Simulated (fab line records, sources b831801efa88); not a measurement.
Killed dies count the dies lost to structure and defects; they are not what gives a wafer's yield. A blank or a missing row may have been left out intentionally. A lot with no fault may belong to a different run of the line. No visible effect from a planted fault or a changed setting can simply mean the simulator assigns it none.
Which tool is to blame?	flow sky130	6 lots, 18 wafers sampled, at 3 steps of a route of 708

## WHAT EACH GAUGE READ, for each wafer
SKY_SD_N_OVL_MEAS_08.
lot	measured	on	SD_N_OVL (nm)
L736	day 29 03:49	overlay-01	0.4 0.4 1.0
L738	day 29 23:43	overlay-01	1.0 1.6 0.7
L743	day 31 03:51	overlay-01	1.9 0.7 1.8
L749	day 32 23:45	overlay-01	1.5 1.0 3.0
L755	day 34 15:53	overlay-01	1.3 1.9 0.6
L757	day 35 10:41	overlay-01	2.9 1.4 1.9

## WHAT TOOL EACH LOT RAN ON (gives the tool, then ch and the chambers of the sampled wafers, and finally the start)
lot	SKY_SONOS_ONO_STRIP_17	SKY_LDD_LDN_IMPLANT_11
L736	plasma_asher-03 ch 0,1, day 13 15:58	implanter-02 ch 0, day 24 03:48
L738	plasma_asher-01 ch 0,1, day 14 11:40	implanter-01 ch 0, day 25 01:04
L743	plasma_asher-01 ch 0,1, day 15 20:20	implanter-01 ch 0, day 26 07:41
L749	plasma_asher-02 ch 0,1, day 17 18:02	implanter-03 ch 0, day 28 06:11
L755	plasma_asher-03 ch 0,1, day 19 18:10	implanter-03 ch 0, day 30 01:58
L757	plasma_asher-01 ch 0,1, day 20 17:05	implanter-01 ch 0, day 30 22:24
- SKY_SONOS_ONO_STRIP_17: strips in O2/N2.
- SKY_LDD_LDN_IMPLANT_11

## THE ANSWER, worked out from the rows above alone
Rule: the lots themselves supply what counts as usual. Put in order of their means at a reading, lots are off if they are a third of the lots or fewer, leave a main group of 4 or more, and stand apart from it by a gap of 3 or more times the standard deviation of the main group's means; of several such gaps the widest counts. A main group is skipped when, at the precision printed for the reading in the tables above, its means are all equal. A lot without any number at a reading at which 4 lots or more have one is off too. Any other lot the step has rows for is counted as sound.
No lot is off on any of the readings shown, so nothing can be concluded from this.

## WHAT WAS PUT IN BY THE SIMULATOR
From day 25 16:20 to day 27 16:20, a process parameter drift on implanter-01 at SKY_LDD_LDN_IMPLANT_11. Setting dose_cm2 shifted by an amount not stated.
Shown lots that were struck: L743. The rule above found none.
